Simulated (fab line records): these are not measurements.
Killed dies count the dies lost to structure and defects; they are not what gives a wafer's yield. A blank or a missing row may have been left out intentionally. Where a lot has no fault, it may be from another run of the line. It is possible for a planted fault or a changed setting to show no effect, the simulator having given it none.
A lot that was struck, set against a sound lot | flow sky130 | 15 out of 708 route steps
Sound: the wafers L892.1, L892.4, L892.5. Struck: wafer L906.1. (L906.2, L906.5 of the same lot were not struck and are left out.) The cause comes at the end.
For every step that has rows: the tool of each side, followed by ch and its chambers, followed by its first start. Under that, the readings that differ: sound wafers | struck wafers | difference of the means | sigmas: that difference in standard deviations of wafers without a fault.
alike: same words and numbers on both sides, and readings whose means sit less than 2 such deviations apart. not compared: any withheld reading, any reading some wafer has no value for, any bound like >300 that may hide the same value, and any number with overlapping values for which the record gives no deviation.
A row with sigmas, a row that says differs or no value, or rows on one side alone: a step with any of these is where the two part. When numbers do not overlap yet have no deviation, they are printed without sigmas and do not part them. A reading missing from all wafers of one side parts the sides only when that side holds two or more wafers.

SKY_VIA4_STRIP_13: strips in O2/N2.
  sound on plasmaAsher-01 ch 0, day 42 17:03; struck on plasmaAsher-03 ch 0, day 46 11:41
reading                  | sound             | struck | difference | sigmas
stripTimeToEndpointS (s) | 12.79 12.79 12.77 | 12.85  | +0.07      | +2
  alike: drypumpMotorCurrentA, oesProductAu
  not compared: rfHoursCounterH
then, 3 steps without rows for these wafers: SKY_VIA4_STRIP_14 (strips in post etch residue remover, time 1200 s); SKY_VIA4_CLEAN_15 (cleans in IPA, time 180 s); SKY_VIA4_CLEAN_16 (cleans in O3/DIW).
SKY_VIA4_SPUTTER_17: material TiN, target thk 20 nm, time 80 s.
  struck on pvdSputter-03, day 46 12:19; sound on pvdSputter-02, day 42 17:38
  alike: throttleValvePct
then, 1 step without rows for these wafers: SKY_VIA4_CVD_18 (deposits W, target thk 505 nm, time 152.14 s).
SKY_VIA4_RS_MEAS_19: a four-point-probe measurement.
  struck on filmMetro-01, day 46 12:32; sound on filmMetro-01, day 42 17:52
  alike: VIA4_W_RS
SKY_VIA4_THK_MEAS_20: measures by xrf.
  struck on filmMetro-01, day 46 12:39; sound on filmMetro-01, day 42 17:59
  alike: VIA4_W_THK
SKY_VIA4_CMP_21: polishes, stops on SiO2, t overpolish 25 s, target thk 0 nm.
  sound on cmp-01 ch 0,1,2, day 42 18:05; struck on cmp-01 ch 2, day 46 12:43
  alike: motorCurrentA, overpolishRunS, timeToEndpointS
SKY_METAL5_SPUTTER_00: material Ti, target thk 15 nm, time 10 s.
  struck on pvdSputter-01, day 46 13:01; sound on pvdSputter-01, day 42 18:20
  alike: throttleValvePct
then, 2 steps without rows for these wafers: SKY_METAL5_SPUTTER_01 (material TiN, target thk 20 nm, time 16.7 s); SKY_METAL5_SPUTTER_02 (material AlCu, target thk 1150 nm, time 61.2 s).
SKY_METAL5_SPUTTER_03: material Ti, target thk 5 nm, time 3.3 s.
  struck on pvdSputter-01, day 46 13:07; sound on pvdSputter-01, day 42 18:26
reading                                  | sound             | struck | difference | sigmas
model.Ti_of_METAL5_SPUTTER_03.thkNm (nm) | 4.855 5.059 5.002 | 8.274  | +3.302     | 
  alike: throttleValvePct
SKY_METAL5_SPUTTER_04: material TiN, target thk 70 nm, time 58.3 s.
  struck on pvdSputter-01, day 46 13:08; sound on pvdSputter-01, day 42 18:27
  alike: throttleValvePct
-- the record jumps here: 3 days lie between the struck wafers' starts before and after (it left off in module METAL5 and takes up again in module PAD_OPEN, whose first step shown is number 708 of the route) --
SKY_PAD_OPEN_PROBE_99:
  struck on prober-02, day 49 02:06; sound on prober-01, day 45 15:36
reading               | sound        | struck | difference | sigmas
sort_bin_6_memory (%) | 10.4 7.1 6.3 | 4.7    | -3.2       | -3
  alike: defectLimitedYield, killed_at_M0_to_M3, killed_at_M4_up, killedAtContacts, killedAtFrontEnd, killedAtOther, killedDies, killedOnRim, killedOpen, killedShort, sort_bin_3_pad_short, sort_bin_5_function, sortNPass, sortYieldPct

== WHERE THEY PART ==
At SKY_VIA4_STRIP_13 first; at SKY_PAD_OPEN_PROBE_99 last (within this record only).

WHY: what had been put in by the simulator
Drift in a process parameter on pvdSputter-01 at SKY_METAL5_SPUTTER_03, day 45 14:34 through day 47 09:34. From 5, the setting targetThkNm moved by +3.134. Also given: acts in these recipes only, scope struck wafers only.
